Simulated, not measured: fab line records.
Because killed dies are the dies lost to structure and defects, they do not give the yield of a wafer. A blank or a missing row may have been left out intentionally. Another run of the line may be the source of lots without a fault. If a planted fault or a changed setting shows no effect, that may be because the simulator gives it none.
Chamber matching ; flow gf180mcu ; GF_V5_CMP_04 on cmp-02 has 4 sister chambers
The step polishes SiO2. 4 wafers are shown with their chamber, then 9 later ones without.

WAFERS PAIRED WITH THEIR CHAMBERS
wafer;chamber;motorCurrentA (A)
L331.4;1;10.3
L333.1;3;12.0
L333.2;0;11.6
L333.4;2;12.1

WAFERS WHOSE CHAMBER IS MISSING
wafer;motorCurrentA (A)
L335.3;12.1
L335.5;12.1
L335.6;10.8
L337.1;11.1
L337.2;11.6
L337.4;10.5
L341.1;11.7
L341.3;11.0
L341.4;12.1

WHICH CHAMBER EACH ONE RAN IN
wafer;from the rows above;in truth
L335.3;can't be placed: 2 or 3 or 0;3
L335.5;can't be placed: 2 or 3 or 0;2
L335.6;can't be placed: 1 or 0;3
L337.1;can't be placed: 0 or 1 or 3 or 2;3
L337.2;can't be placed: 0 or 3 or 2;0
L337.4;1;1
L341.1;can't be placed: 0 or 3 or 2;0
L341.3;can't be placed: 0 or 1 or 3 or 2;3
L341.4;can't be placed: 2 or 3 or 0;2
1 of 9 placed correctly. Cannot be placed on the basis of these rows: 8; the candidates contain the true chamber in 7. Placed wrongly: 0.
How it was worked out, from the rows above alone: a wafer's distance from a chamber is the root of the sum, over the readings, of the square of ((its reading less the chamber's mean) divided by the reading's scatter). The wafer belongs to the nearest chamber; if the next one is less than 2 further off, it can't be placed. Each chamber's mean is taken over the wafers shown for it. The scatter: root of mean squared gap, hidden wafer to nearest shown wafer, with one shown wafer a chamber.
